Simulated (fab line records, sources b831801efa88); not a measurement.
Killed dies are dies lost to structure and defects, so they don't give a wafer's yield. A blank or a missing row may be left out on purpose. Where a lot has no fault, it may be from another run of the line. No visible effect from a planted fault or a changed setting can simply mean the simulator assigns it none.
What tool caused it? | flow sky130 | 24 lots with 72 wafers sampled at 5 steps, on a route of 708 steps

WHAT THE GAUGES READ, wafer by wafer
SKY_FIELD_ISO_THK_MEAS_25. Usual: FIELD_ISO_CVD_24_THK typically reads 596 nm, with standard deviation 8.2.
lot  | measured    | on           | FIELD_ISO_CVD_24_THK (nm) | flag
L074 | day 2 08:42 | filmMetro-04 | 614 615 615               | 
L075 | day 2 13:50 | filmMetro-04 | 592 605 592               | 
L076 | day 2 17:54 | filmMetro-01 | 588 584 596               | 
L077 | day 3 02:31 | filmMetro-02 | 607 603 608               | 
L078 | day 3 07:56 | filmMetro-02 | 613 581 608               | 
L079 | day 3 10:37 | filmMetro-04 | 585 603 613               | 
L080 | day 3 14:32 | filmMetro-04 | 584 599 589               | 
L081 | day 3 22:15 | filmMetro-01 | 591 594 597               | 
L082 | day 4 03:53 | filmMetro-01 | 588 594 590               | 
L083 | day 4 12:03 | filmMetro-04 | 596 590 590               | 
L084 | day 4 12:04 | filmMetro-02 | 604 593 593               | 
L086 | day 4 23:26 | filmMetro-01 | 601 604 595               | 
L085 | day 4 23:29 | filmMetro-04 | 591 587 594               | 
L087 | day 5 07:47 | filmMetro-04 | 585 593 593               | 
L088 | day 5 13:41 | filmMetro-01 | 597 596 600               | 
L089 | day 5 20:19 | filmMetro-02 | 601 607 593               | 
L090 | day 5 21:30 | filmMetro-01 | 605 602 608               | 
L091 | day 6 03:51 | filmMetro-01 | 595 586 594               | 
L092 | day 6 08:07 | filmMetro-02 | 603 591 593               | 
L093 | day 6 16:11 | filmMetro-01 | 591 581 587               | 
L094 | day 6 17:22 | filmMetro-04 | 588 600 598               | 
L095 | day 6 21:31 | filmMetro-04 | 595 587 588               | 
L096 | day 7 02:34 | filmMetro-04 | 591 592 597               | 
L097 | day 7 11:52 | filmMetro-02 | 594 599 605               | 

SKY_LOCAL_INTERCONNECT_OVL_MEAS_12. Usual: LOCAL_INTERCONNECT_OVL typically reads 1 nm, with standard deviation 5.6.
lot  | measured     | on         | LOCAL_INTERCONNECT_OVL (nm) | flag
L074 | day 30 18:06 | overlay-01 | 7 6 7                       | 
L075 | day 31 04:55 | overlay-02 | 6 4 2                       | 
L076 | day 31 11:35 | overlay-02 | -5 2 -3                     | 
L077 | day 32 05:31 | overlay-02 | -4 -4 4                     | 
L078 | day 32 05:52 | overlay-02 | 5 -2 5                      | 
L079 | day 32 17:49 | overlay-01 | -2 1 4                      | 
L080 | day 33 06:59 | overlay-02 | 5 2 -3                      | 
L081 | day 33 12:41 | overlay-01 | 5 6 -2                      | 
L082 | day 34 09:46 | overlay-01 | 0 -2 7                      | 
L083 | day 34 14:26 | overlay-01 | 2 7 -4                      | 
L084 | day 34 18:09 | overlay-01 | 0 2 0                       | 
L086 | day 34 22:31 | overlay-01 | 2 1 4                       | 
L085 | day 35 00:00 | overlay-02 | 9 7 6                       | 
L087 | day 35 11:14 | overlay-02 | -1 0 0                      | 
L088 | day 35 13:47 | overlay-02 | 0 7 6                       | 
L089 | day 36 00:23 | overlay-02 | -4 -2 4                     | 
L090 | day 36 01:41 | overlay-02 | 9 1 -2                      | 
L091 | day 36 10:50 | overlay-01 | 3 2 3                       | 
L092 | day 36 16:04 | overlay-01 | -16 -1 -5                   | 
L093 | day 36 22:43 | overlay-01 | 8 4 9                       | 
L094 | day 37 22:39 | overlay-02 | 14 9 14                     | 
L095 | day 37 17:49 | overlay-02 | -5 -1 -8                    | 
L096 | day 38 02:09 | overlay-02 | 3 -4 -3                     | 
L097 | day 38 02:23 | overlay-01 | -10 2 -4                    | 

SKY_CAPM_THK_MEAS_01. Usual: CAPM_CVD_00_THK typically reads 15.50 nm, with standard deviation 0.27.
lot  | measured     | on           | CAPM_CVD_00_THK (nm) | flag
L074 | day 36 17:58 | filmMetro-03 | 15.07 15.13 15.38    | 
L075 | day 37 04:32 | filmMetro-01 | 15.83 15.43 15.67    | 
L076 | day 37 11:34 | filmMetro-01 | 15.75 15.29 15.69    | 
L077 | day 38 05:04 | filmMetro-02 | 15.27 15.80 16.02    | 
L078 | day 38 05:29 | filmMetro-01 | 15.18 15.32 15.31    | 
L079 | day 38 16:05 | filmMetro-01 | 15.30 15.85 15.58    | 
L080 | day 39 04:29 | filmMetro-03 | 15.61 16.00 15.49    | 
L081 | day 39 09:47 | filmMetro-01 | 15.67 15.27 15.39    | 
L082 | day 40 05:21 | filmMetro-01 | 14.74 15.56 15.10    | 
L083 | day 40 11:07 | filmMetro-01 | 15.04 15.23 15.86    | 
L084 | day 40 13:28 | filmMetro-02 | 15.37 15.84 15.54    | 
L086 | day 40 16:58 | filmMetro-01 | 14.98 15.23 15.15    | 
L085 | day 40 16:51 | filmMetro-02 | 15.53 15.78 15.50    | 
L087 | day 41 04:16 | filmMetro-02 | 15.46 15.59 15.62    | 
L088 | day 41 07:09 | filmMetro-02 | 15.50 15.32 15.89    | 
L089 | day 41 16:28 | filmMetro-03 | 15.60 15.20 15.17    | 
L090 | day 41 16:46 | filmMetro-02 | 15.49 15.85 15.60    | 
L091 | day 42 02:16 | filmMetro-03 | 15.51 15.61 15.82    | 
L092 | day 42 07:07 | filmMetro-02 | 15.81 15.70 15.94    | 
L093 | day 42 13:02 | filmMetro-02 | 15.83 15.70 15.63    | 
L094 | day 43 11:33 | filmMetro-03 | 15.59 15.52 15.49    | 
L095 | day 43 06:09 | filmMetro-02 | 15.54 15.07 15.46    | 
L096 | day 43 13:56 | filmMetro-03 | 15.48 15.54 15.43    | 
L097 | day 43 14:38 | filmMetro-03 | 15.36 15.59 15.62    | 

TOOL THAT RAN EACH LOT (tool first, then ch and the chambers of the sampled wafers, then the start)
lot  | SKY_LI_CONTACT_CMP_02         | SKY_LOCAL_INTERCONNECT_METAL_ETCH_14
L074 | cmp-02 ch 0,1,2, day 28 07:01 | rieMetal-04 ch 1, day 30 18:11
L075 | cmp-01 ch 0,1,3, day 28 19:18 | rieMetal-02 ch 0,1, day 31 05:01
L076 | cmp-01 ch 0,2,3, day 29 01:40 | rieMetal-04 ch 0,1, day 31 11:41
L077 | cmp-01 ch 0,1,3, day 29 20:03 | rieMetal-04 ch 0,1, day 32 05:37
L078 | cmp-02 ch 0,3, day 29 20:21   | rieMetal-02 ch 1, day 32 05:58
L079 | cmp-01 ch 0,2,3, day 30 08:39 | rieMetal-03 ch 0,1, day 32 17:55
L080 | cmp-02 ch 0,1,3, day 30 21:21 | rieMetal-04 ch 0,1, day 33 07:05
L081 | cmp-01 ch 0,1,2, day 31 03:57 | rieMetal-03 ch 0,1, day 33 12:47
L082 | cmp-01 ch 0,1,2, day 32 01:10 | rieMetal-04 ch 0,1, day 34 09:52
L083 | cmp-01 ch 0,2, day 32 06:26   | rieMetal-04 ch 0,1, day 34 14:32
L084 | cmp-02 ch 0,1,3, day 32 10:45 | rieMetal-03 ch 0,1, day 34 18:14
L086 | cmp-02 ch 0,1,3, day 32 14:43 | rieMetal-04 ch 0, day 34 22:37
L085 | cmp-02 ch 1,2,3, day 32 16:57 | rieMetal-02 ch 0,1, day 35 00:07
L087 | cmp-02 ch 0,1,3, day 33 03:51 | rieMetal-02 ch 1, day 35 11:25
L088 | cmp-02 ch 0,3, day 33 06:07   | rieMetal-03 ch 0,1, day 35 13:53
L089 | cmp-02 ch 0,1,2, day 33 16:57 | rieMetal-03 ch 0,1, day 36 00:31
L090 | cmp-01 ch 0,2,3, day 33 18:15 | rieMetal-03 ch 0,1, day 36 01:46
L091 | cmp-02 ch 0,1,3, day 34 04:18 | rieMetal-03 ch 0,1, day 36 10:56
L092 | cmp-02 ch 0,2,3, day 34 10:21 | rieMetal-04 ch 0, day 36 16:14
L093 | cmp-01 ch 1,2, day 34 15:34   | rieMetal-02 ch 0,1, day 36 22:49
L094 | cmp-02 ch 0,2,3, day 35 15:18 | rieMetal-03 ch 1, day 37 22:50
L095 | cmp-01 ch 0,1,3, day 35 11:14 | rieMetal-03 ch 0,1, day 37 17:55
L096 | cmp-01 ch 0,1, day 35 20:00   | rieMetal-04 ch 0,1, day 38 02:15
L097 | cmp-02 ch 0,1,2, day 35 20:18 | rieMetal-02 ch 0, day 38 02:29
- SKY_LI_CONTACT_CMP_02: polishes PSG.
- SKY_LOCAL_INTERCONNECT_METAL_ETCH_14: etches TiN in Cl2/BCl3, stops on PSG, target depth 110 nm, time 31.4 s.

AS READ BY THE TOOLS THEMSELVES (means over the sampled wafers that have a number; for cases with no such wafer, the mark the record gives instead)
SKY_LI_CONTACT_CMP_02. Usual: motorCurrentA 11.9 A, standard deviation 1; timeToEndpointS 32.9 s, standard deviation 2.8.
lot  | tool   | motorCurrentA (A) | timeToEndpointS (s) | flag
L074 | cmp-02 | 11.2              | 32.2                | 
L075 | cmp-01 | 12.2              | 33.9                | 
L076 | cmp-01 | 13.3              | 33.2                | 
L077 | cmp-01 | 12.0              | 33.3                | 
L078 | cmp-02 | 11.0              | 35.5                | 
L079 | cmp-01 | 12.4              | 35.4                | 
L080 | cmp-02 | 11.7              | 36.1                | 
L081 | cmp-01 | 12.7              | 34.0                | 
L082 | cmp-01 | 12.8              | 31.7                | 
L083 | cmp-01 | 13.4              | 32.4                | 
L084 | cmp-02 | 11.4              | 33.6                | 
L086 | cmp-02 | 11.3              | 34.9                | 
L085 | cmp-02 | 11.9              | 32.3                | 
L087 | cmp-02 | 11.7              | 31.6                | 
L088 | cmp-02 | 11.6              | 33.6                | 
L089 | cmp-02 | 11.6              | 34.3                | 
L090 | cmp-01 | 12.7              | 30.1                | 
L091 | cmp-02 | 11.7              | 34.7                | 
L092 | cmp-02 | 11.3              | 30.5                | 
L093 | cmp-01 | 11.4              | 30.6                | 
L094 | cmp-02 | 11.4              | 28.7                | 
L095 | cmp-01 | 12.1              | 30.9                | 
L096 | cmp-01 | 11.7              | 34.7                | 
L097 | cmp-02 | 11.5              | 31.6                | 

SKY_LOCAL_INTERCONNECT_METAL_ETCH_14. Usual: drypumpMotorCurrentA 5.9 A, standard deviation 0.32; oesProductAu 0.940 a.u., standard deviation 0.0082; throttleValvePct 21.902 %, standard deviation 0.0092.
lot  | tool        | drypumpMotorCurrentA (A) | oesProductAu (a.u.) | throttleValvePct (%) | flag
L074 | rieMetal-04 | 6.5                      | 0.943               | 21.896               | 
L075 | rieMetal-02 | 6.0                      | 0.942               | 21.902               | 
L076 | rieMetal-04 | 6.2                      | 0.936               | 21.909               | 
L077 | rieMetal-04 | 6.2                      | 0.935               | 21.900               | 
L078 | rieMetal-02 | 5.7                      | 0.951               | 21.894               | 
L079 | rieMetal-03 | 5.8                      | 0.956               | 21.900               | 
L080 | rieMetal-04 | 6.2                      | 0.946               | 21.899               | 
L081 | rieMetal-03 | 5.8                      | 0.936               | 21.905               | 
L082 | rieMetal-04 | 5.9                      | 0.939               | 21.907               | 
L083 | rieMetal-04 | 5.9                      | 0.937               | 21.908               | 
L084 | rieMetal-03 | 5.9                      | 0.936               | 21.889               | 
L086 | rieMetal-04 | 5.6                      | 0.934               | 21.903               | 
L085 | rieMetal-02 | 5.8                      | 0.939               | 21.903               | 
L087 | rieMetal-02 | 5.7                      | 0.939               | 21.902               | 
L088 | rieMetal-03 | 5.8                      | 0.942               | 21.908               | 
L089 | rieMetal-03 | 5.8                      | 0.946               | 21.899               | 
L090 | rieMetal-03 | 5.9                      | 0.926               | 21.912               | 
L091 | rieMetal-03 | 5.9                      | 0.939               | 21.909               | 
L092 | rieMetal-04 | 5.6                      | 0.930               | 21.906               | 
L093 | rieMetal-02 | 5.9                      | 0.939               | 21.900               | 
L094 | rieMetal-03 | 5.7                      | 0.943               | 21.900               | 
L095 | rieMetal-03 | 5.8                      | 0.936               | 21.906               | 
L096 | rieMetal-04 | 6.2                      | 0.947               | 21.902               | 
L097 | rieMetal-02 | 6.1                      | 0.935               | 21.905               | 

THE ANSWER, worked out from the rows above alone
Rule: a lot counts as off when the mean over its wafers that have a number is more than 3 standard deviations away from the usual mean. Also off: a lot with no number at a reading for which 4 or more lots have one. The other lots that the step has rows for count as sound. Order of review: gauges by route order, followed by the tools' own readings, for which a lot's mean as printed above is used. At the first step where some lot is off, the reading lying furthest off is the one used; lots without a number count as furthest.
No lot is off on any of the readings shown, so nothing can be concluded from this.

WHAT THE SIMULATOR HAD INSERTED
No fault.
